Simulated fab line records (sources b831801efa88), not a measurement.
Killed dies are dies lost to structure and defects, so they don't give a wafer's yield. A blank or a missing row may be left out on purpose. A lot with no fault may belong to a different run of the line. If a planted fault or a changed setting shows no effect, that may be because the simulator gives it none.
Problem report in the 8D (eight disciplines) form, filled by code / flow sfq_line / the parts of the form that need people (team, actions taken, sign-off) are left out

1. THE PROBLEM
oes_product_au at SFQ_TRILAYER_L0_VIA_ETCH_VIA_ETCH_016 reads a mean of 0.786 a.u. on 4 wafers of 2 lots; wafers without a fault read 0.840 a.u. with a standard deviation of 0.0073. That is -7.4 standard deviations from the usual mean.
The step: etches SiO2 in CHF3, stops on MoNx KI, target depth 80 nm.
First observed at day 6 21:29: wafer L749.3, on rie_diel-02. The record has a number at this step for 42 wafers belonging to 14 lots. Rule for "out", or "out of limits": more than 4 standard deviations from the usual mean. All remaining wafers that have a number are taken as sound.

2. WHAT IT IS; WHAT IT IS NOT
question=which readings at this step | is=oes_product_au | is not=bias_w, drypump_motor_current_A
question=which lots | is=L749, L752 | is not=L742, L743, L745, L746, L747, L748, L750, L751, L761, L762, L764, L765
question=which wafers of those lots | is=L749.3, L749.4, L752.4, L752.6 | is not=L749.2, L752.5
question=read on which tools | is=rie_diel-02 | is not=rie_diel-01, rie_diel-04
question=when | is=from day 6 21:29 | is not=up to then (19 sound wafers); but 19 sound wafers of L750, L751, L752, L761, L762, L764, L765 came after

3. THE SUSPECTS, EACH WITH WHAT RULES IT OUT
Counting: any tool at a process step up to the reading remains a suspect provided it ran every lot that is out. Sound lots after the first of them don't rule it out here, since some wafers of a struck lot are sound.
- pecvd-01 at SFQ_TRILAYER_L0_CAP_PECVD_011 (deposits SiO2 from SiH4/N2O, time 13.333 s, target thk 60 nm): kept. It ran every lot that is out, first L749 (day 3 18:10); its last sound lot up to then is L748 (day 3 12:10).
- rie_diel-02 at SFQ_TRILAYER_L0_VIA_ETCH_VIA_ETCH_016 (etches SiO2 in CHF3, stops on MoNx KI, target depth 80 nm): kept. It ran every lot that is out, first L749 (day 6 21:29); its last sound lot up to then is L747 (day 6 11:20). Its own oes_product_au readings are out on those wafers.
- Within pecvd-01 at SFQ_TRILAYER_L0_CAP_PECVD_011: the wafers that are out ran in chambers 0, 1; their sound lot-mates ran in chamber 2.
After counting, pecvd-01 at SFQ_TRILAYER_L0_CAP_PECVD_011 and rie_diel-02 at SFQ_TRILAYER_L0_VIA_ETCH_VIA_ETCH_016 remain.

4. THE CAUSE (what the simulator had put in)
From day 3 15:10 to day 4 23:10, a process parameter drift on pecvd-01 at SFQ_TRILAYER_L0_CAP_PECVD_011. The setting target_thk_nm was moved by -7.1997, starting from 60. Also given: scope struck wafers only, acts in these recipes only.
2 suspects survive the count, and this tool is in that group.

5. THE CHAIN OF EFFECTS, in route order
Each row: a reading whose mean over the struck wafers that have a number lies more than 3 standard deviations from the usual. Only readings for which the record gives a usual standard deviation are gone through. hours: the time from each lot's start at the first step in this table that gives one to its start at this step, as a median over the lots. sigmas: the change in usual standard deviations.
hours=0; step=SFQ_TRILAYER_L0_VIA_ETCH_VIA_ETCH_016; reading=oes_product_au; usual=0.840 a.u.; on struck wafers=0.786; change=-0.054; sigmas=-7.4
Here are the process steps it includes:
- SFQ_TRILAYER_L0_VIA_ETCH_VIA_ETCH_016: etches SiO2 in CHF3, stops on MoNx KI, target depth 80 nm.
Later steps that measure or inspect, where all struck wafers having a row at the step show a number for every such reading and not one has moved that far: SFQ_JJ_OVL_MEAS_931, SFQ_I7_BOW_MEAS_946.

6. HOW IT WOULD HAVE BEEN CAUGHT EARLIER
The fault began at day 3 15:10; the first out-of-limits reading in this record came at day 6 21:29, 78 hours later.
An alarm limit of 4 standard deviations would not have fired on the tool readings at SFQ_TRILAYER_L0_CAP_PECVD_011 for which the record gives a usual standard deviation, since none of them was out on any struck wafer.
The start of SFQ_TRILAYER_L0_CAP_PECVD_011 on pecvd-01 came by day 6 21:29 for every one of the lots that are out (2). A hold on the tool at that time would have spared none of them.
